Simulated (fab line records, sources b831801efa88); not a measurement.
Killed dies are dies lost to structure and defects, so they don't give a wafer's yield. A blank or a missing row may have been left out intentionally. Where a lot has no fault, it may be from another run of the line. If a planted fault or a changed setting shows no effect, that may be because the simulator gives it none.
A lot that was struck, set against a sound lot    flow sfqLine    15 steps out of a route of 325
Sound: wafers L664.3, L664.4, L664.6. The struck wafers were L678.1, L678.3, L678.6. At the end, the cause is stated.
Each step with rows lists, per side, the tool, then ch with its chambers, then its first start. Under that, the readings that differ: sound wafers    struck wafers    difference of the means    sigmas: that difference in standard deviations of wafers without a fault.
alike: words and numbers the same on both sides, and readings whose means are apart by under 2 such deviations; not compared: readings that were withheld, readings missing a value for some wafer, numbers with overlapping values and no deviation given by the record, and bounds like >300 which may hide the same value.
The two part at a step that has a row with sigmas, a row that says differs or no value, or rows on one side only. Numbers that don't overlap but have no deviation are shown without sigmas and don't part them. A reading missing from all wafers of one side parts the sides only when that side holds two or more wafers.

SFQ_TRILAYER_JJ_CE_BARC_OPEN_RIE_150: chemistry O2, target BARC, target depth 240 nm, time 80 s.
  sound on rieMetal-04 ch 0,1, day 53 03:19; struck on rieMetal-04 ch 0,1, day 57 11:17
  alike: biasW, drypumpMotorCurrentA, oesProductAu
  not compared: rfHoursCounterH
SFQ_TRILAYER_JJ_CE_ETCH_RIE_118: chemistry SF6, target Nb, stops on Al2O3, time 97.7 s, target depth 170 nm.
  sound on rieMetal-04 ch 0,1, day 53 03:25; struck on rieMetal-04 ch 0,1, day 57 11:22
  alike: biasW, drypumpMotorCurrentA, oesProductAu
  not compared: rfHoursCounterH
next, for these wafers, 1 step has no rows: SFQ_TRILAYER_JJ_ANODIZE_ANODIZE_119.
SFQ_TRILAYER_JJ_CE_STRIP_STRIP_120: strips in O2.
  sound on rieMetal-01 ch 0,1, day 53 04:11; struck on rieMetal-01 ch 0, day 57 12:01
  alike: drypumpMotorCurrentA, oesProductAu
  not compared: rfHoursCounterH
then, 7 steps without rows for these wafers: SFQ_TRILAYER_JJ_CE_STRIP_SOLV_CLEAN_121 (cleans in NMP, time 600 s); SFQ_TRILAYER_M5_LITHO_COAT_128 (resist thk 62 nm); SFQ_TRILAYER_M5_LITHO_COAT_123 (resist thk 600 nm); SFQ_TRILAYER_M5_LITHO_SOFTBAKE_127; SFQ_TRILAYER_M5_LITHO_EXPOSE_124 (exposes mask M5, target cd 700 nm); SFQ_TRILAYER_M5_LITHO_PEB_126 (peb time 60 s); SFQ_TRILAYER_M5_LITHO_DEVELOP_125 (time 60 s).
-- the record jumps here: 5 days lie between the struck wafers' starts before and after --
SFQ_M5_OVL_MEAS_932:
  sound on overlay-02 at day 58 12:35; struck on overlay-01 at day 62 04:10
  alike: M5_OVL
SFQ_TRILAYER_M5_BARC_OPEN_METAL_ETCH_161: etches BARC in O2, target depth 125 nm, time 41.7 s.
  sound on rieMetal-03 ch 0,1, day 58 12:37; struck on rieMetal-01 ch 0,1, day 62 04:12
reading                                             sound              struck             difference  sigmas
rfFwdPowerW (W)                                     597.7 591.3 596.1  690.9 689.6 691.2  +95.5       +43
model.KrF_of_TRILAYER_M5_LITHO_COAT_123.thkNm (nm)  522.1 523.8 522.3  517.4 516.8 516.9  -5.7        
  alike: biasW, drypumpMotorCurrentA, oesProductAu
  not compared: rfHoursCounterH
SFQ_TRILAYER_M5_ETCH_METAL_ETCH_126: etches Nb in Cl2/BCl3, stops on SiO2, time 203.2 s, target depth 265 nm.
  sound on rieMetal-03 ch 0,1, day 58 12:44; struck on rieMetal-01 ch 0,1, day 62 04:16
reading                                             sound              struck             difference  sigmas
oesProductAu (a.u.)                                 0.721 0.714 0.729  0.733 0.734 0.739  +0.014      +2
model.KrF_of_TRILAYER_M5_LITHO_COAT_123.thkNm (nm)  370.3 371.8 369.7  366.2 364.8 367.6  -4.4        
  alike: biasW, drypumpMotorCurrentA, rfFwdPowerW
  not compared: rfHoursCounterH
SFQ_TRILAYER_M5_STRIP_STRIP_127: strips in O2.
  sound on rieMetal-03 ch 0,1, day 58 13:04; struck on rieMetal-01 ch 0,1, day 62 04:28
  alike: drypumpMotorCurrentA, oesProductAu
  not compared: rfHoursCounterH

== WHERE THEY PART ==
Earliest at SFQ_TRILAYER_M5_BARC_OPEN_METAL_ETCH_161; latest, in this record, at SFQ_TRILAYER_M5_ETCH_METAL_ETCH_126. Later steps at which nothing parts them and some readings are alike: SFQ_TRILAYER_M5_STRIP_STRIP_127.

WHY: the cause the simulator had injected
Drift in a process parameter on rieMetal-01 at SFQ_TRILAYER_M5_BARC_OPEN_METAL_ETCH_161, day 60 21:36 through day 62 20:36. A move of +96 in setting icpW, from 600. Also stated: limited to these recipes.
